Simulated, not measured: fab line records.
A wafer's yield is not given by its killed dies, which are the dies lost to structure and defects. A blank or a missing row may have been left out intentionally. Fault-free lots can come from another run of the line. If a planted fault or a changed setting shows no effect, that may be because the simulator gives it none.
Comparing a struck lot with a sound one | flow sky130 | 17 steps out of a route of 708
Sound: the wafers L644.2, L644.4, L644.6. Struck: wafers L656.1, L656.2. The cause is named last.
Each step with rows lists, per side, the tool, then ch with its chambers, then its first start. Under that, the readings that differ: sound wafers | struck wafers | difference of the means | sigmas: that difference in standard deviations of wafers without a fault.
alike: same words and numbers on both sides, and readings whose means sit less than 2 such deviations apart. not compared: any withheld reading, any reading some wafer has no value for, any bound like >300 that may hide the same value, and any number with overlapping values for which the record gives no deviation.
A row with sigmas, a row that says differs or no value, or rows on one side alone: a step with any of these is where the two part. Non-overlapping numbers with no deviation appear without sigmas and do not part them. A reading that every wafer of one side lacks parts them only if that side has two wafers or more.

SKY_VT_ADJUST_HVTP_OVL_MEAS_08:
  sound on overlay-01, day 6 18:14; struck on overlay-02, day 10 04:19
  alike: VT_ADJUST_HVTP_OVL
following that, these wafers have no rows for 1 step: SKY_VT_ADJUST_HVTP_IMPLANT_09.
SKY_VT_ADJUST_HVTP_STRIP_10: strips in O2/N2.
  sound on plasmaAsher-02 ch 0,1, day 6 18:25; struck on plasmaAsher-01 ch 0,1, day 10 04:30
  alike: drypumpMotorCurrentA, oesProductAu, stripTimeToEndpointS
  not compared: rfHoursCounterH
SKY_VT_ADJUST_HVTP_TW_MEAS_11:
  sound on filmMetro-02, day 6 18:32; struck on filmMetro-03, day 10 04:36
  alike: VT_ADJUST_HVTP_TW
then, 7 steps without rows for these wafers: SKY_VT_ADJUST_LVTN_DEHYDRATE_00 (time 60 s); SKY_VT_ADJUST_LVTN_HMDS_01 (prime time 60 s); SKY_VT_ADJUST_LVTN_COAT_02 (resist thk 3000 nm); SKY_VT_ADJUST_LVTN_SOFTBAKE_03; SKY_VT_ADJUST_LVTN_EXPOSE_04 (exposes mask NWM COMPLEMENT LESS NATIVE, target cd 840 nm); SKY_VT_ADJUST_LVTN_PEB_05; SKY_VT_ADJUST_LVTN_DEVELOP_06 (develop time 60 s).
SKY_VT_ADJUST_LVTN_OVL_MEAS_07:
  sound on overlay-02, day 7 14:07; struck on overlay-01, day 11 03:48
  alike: VT_ADJUST_LVTN_OVL
SKY_VT_ADJUST_LVTN_IMPLANT_08:
  sound on implanter-04 ch 0, day 7 14:10; struck on implanter-03 ch 0, day 11 03:50
  alike: beamOnS
SKY_VT_ADJUST_LVTN_STRIP_09: strips in O2/N2.
  sound on plasmaAsher-01 ch 0,1, day 7 14:18; struck on plasmaAsher-03 ch 0,1, day 11 03:59
  alike: drypumpMotorCurrentA, oesProductAu, stripTimeToEndpointS
  not compared: rfHoursCounterH
SKY_VT_ADJUST_LVTN_TW_MEAS_10:
  sound on filmMetro-02, day 7 14:25; struck on filmMetro-02, day 11 04:05
reading           | sound             | struck      | difference | sigmas
VT_ADJUST_LVTN_TW | 242.0 242.2 243.7 | 228.9 230.4 | -13.0      | -8
then, 1 step without rows for these wafers: SKY_VT_ADJUST_LVTN_DEHYDRATE_11 (time 60 s).
-- here the record skips 39 days between the struck wafers' starts before and after, leaving off in module VT_ADJUST_LVTN and picking up in module PAD_OPEN (first step shown: number 708 of the route) --
SKY_PAD_OPEN_PROBE_99:
  sound on prober-01, day 46 04:22; struck on prober-01, day 49 17:43
reading                                 | sound                   | struck          | difference | sigmas
model.etest.nfet_01v8.driveUaUmRange    | 7.495 10.38 7.492       | 14.78 15.6      | +6.73      | 
model.etest.nfet_01v8_lvt.vtSatV (V)    | 0.5515 0.54 0.5429      | 0.5059 0.5038   | -0.0400    | 
model.etest.nfet_01v8.vtVRange          | 0.0142 0.01295 0.009635 | 0.01453 0.01576 | +0.00288   | 
model.etest.nfet_01v8_lvt.bodyRiseV (V) | 0.15 0.1481 0.1483      | 0.1363 0.1327   | -0.0143    | 
  alike: killed_at_M0_to_M3, killed_at_M4_up, killedAtContacts, killedAtFrontEnd, killedAtOther, killedDies, killedOpen, killedShort

## WHERE THEY PART
SKY_VT_ADJUST_LVTN_TW_MEAS_10 only, going by this record. Later steps at which nothing parts them and some readings are alike: SKY_PAD_OPEN_PROBE_99.

WHY: what had been put in by the simulator
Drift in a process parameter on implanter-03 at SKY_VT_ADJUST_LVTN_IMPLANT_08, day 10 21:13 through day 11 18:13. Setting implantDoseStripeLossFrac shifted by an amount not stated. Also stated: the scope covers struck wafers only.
